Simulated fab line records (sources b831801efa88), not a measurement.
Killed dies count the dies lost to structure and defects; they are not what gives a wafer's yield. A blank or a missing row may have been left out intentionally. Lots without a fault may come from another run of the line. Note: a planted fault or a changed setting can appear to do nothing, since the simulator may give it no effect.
A lot that was struck, set against a sound lot -- flow sky130 -- 15 steps out of a route of 708
Sound: these wafers, L722.1, L722.3, L722.6. Struck: wafer L716.4. (L716.2, L716.3 of the same lot were not struck and are left out.) The cause comes at the end.
For every step that has rows: the tool of each side, followed by ch and its chambers, followed by its first start. Under that, the readings that differ: sound wafers -- struck wafers -- difference of the means -- sigmas: that difference in standard deviations of wafers without a fault.
alike: words and numbers the same on both sides, and readings whose means are apart by under 2 such deviations; not compared: readings that were withheld, readings missing a value for some wafer, numbers with overlapping values and no deviation given by the record, and bounds like >300 which may hide the same value.
Wherever a step has rows on one side only, a row that says differs or no value, or a row with sigmas, the two part there. Numbers that have no deviation but don't overlap get no sigmas and don't part them. Lack of a reading on every wafer of one side parts them only where that side has two or more wafers.

first, 3 steps without rows for these wafers: SKY_PASSIVATION_EXPOSE_08 (exposes mask NSM, target cd 3000 nm); SKY_PASSIVATION_PEB_09; SKY_PASSIVATION_DEVELOP_10 (develop time 60 s).
SKY_PASSIVATION_ETCH_11: etches the open film in CF4/O2, stops on AlCu, target depth 725 nm, time 161.1 s.
  sound on rie diel-04 ch 0,1, day 48 19:11; struck on rie diel-04 ch 2, day 47 02:59
  alike: bias w, drypump motor current A, oes product au, throttle valve pct
  not compared: rf hours counter h
SKY_PASSIVATION_STRIP_12: strips in O2/N2.
  sound on plasma asher-01 ch 0,1, day 48 19:17; struck on plasma asher-02 ch 1, day 47 03:05
reading,sound,struck,difference,sigmas
drypump motor current A (A),6.3 5.8 6.3,5.4,-0.7,-2
strip time to endpoint s (s),31.29 31.37 31.40,31.73,+0.38,+3
  alike: oes product au
  not compared: rf hours counter h
then, 7 steps without rows for these wafers: SKY_PAD_OPEN_DEHYDRATE_00 (time 60 s); SKY_PAD_OPEN_HMDS_01 (prime time 60 s); SKY_PAD_OPEN_COAT_02 (resist thk 3000 nm); SKY_PAD_OPEN_SOFTBAKE_03; SKY_PAD_OPEN_EXPOSE_04 (exposes mask PDM, target cd 60000 nm); SKY_PAD_OPEN_PEB_05; SKY_PAD_OPEN_DEVELOP_06 (develop time 60 s).
SKY_PAD_OPEN_ETCH_07: etches the open film in CF4/O2, stops on AlCu, target depth 725 nm, time 161.1 s.
  sound on rie diel-03 ch 1,2, day 49 11:34; struck on rie diel-04 ch 1, day 47 22:39
reading,sound,struck,difference,sigmas
bias w (W),149.0 149.6 149.9,151.1,+1.6,+4
oes product au (a.u.),0.974 0.971 0.979,0.918,-0.057,-7
throttle valve pct (%),5.958 5.958 5.980,5.943,-0.022,-3
model.PAD_OPEN.feature depth nm (nm),707.4 698.1 708.8,630.1,-74.7,
model.etch.depth nm (nm),707.4 698.1 708.8,630.1,-74.7,
  alike: drypump motor current A
  not compared: rf hours counter h
SKY_PAD_OPEN_STRIP_08: strips in O2/N2.
  sound on plasma asher-04 ch 0,1, day 49 11:40; struck on plasma asher-04 ch 1, day 47 22:46
  alike: drypump motor current A, oes product au, strip time to endpoint s
  not compared: rf hours counter h
SKY_PAD_OPEN_PROBE_99:
  sound on prober-01 at day 49 13:55; struck on prober-02 at day 48 01:08
reading,sound,struck,difference,sigmas
hold,- - -,await dispo/5.3h/release,no value on the sound wafers,
defect limited yield (%),79.1 78.3 82.7,0,-80,-44
killed at other,1 0 0,412,+412,+99 or more
killed dies,103 107 85,492,+394,+43
killed on rim,20 18 16,96,+78,+21
killed short,45 48 45,28,-18,-3
sort_bin_5_function (%),13.0 12.6 9.1,92.5,+80.9,+51
sort n pass,389 385 407,0,-394,-43
sort yield pct (%),79.1 78.3 82.7,0,-80,-44
model.etest.tester.sort n pass,389 385 407,0,-394,
model.etest.tester.sort_bin_5_pct (%),13.01 12.6 9.146,92.48,+80.89,
model.etest.tester.sort yield pct (%),79.06 78.25 82.72,0,-80,
  alike: killed_at_M0_to_M3, killed_at_M4_up, killed at contacts, killed at front end, killed open, sort_bin_3_pad_short, sort_bin_6_memory

WHERE THEY PART
Last at SKY_PAD_OPEN_PROBE_99 as far as this record goes, first at SKY_PASSIVATION_STRIP_12.

WHY: what the simulator had put in
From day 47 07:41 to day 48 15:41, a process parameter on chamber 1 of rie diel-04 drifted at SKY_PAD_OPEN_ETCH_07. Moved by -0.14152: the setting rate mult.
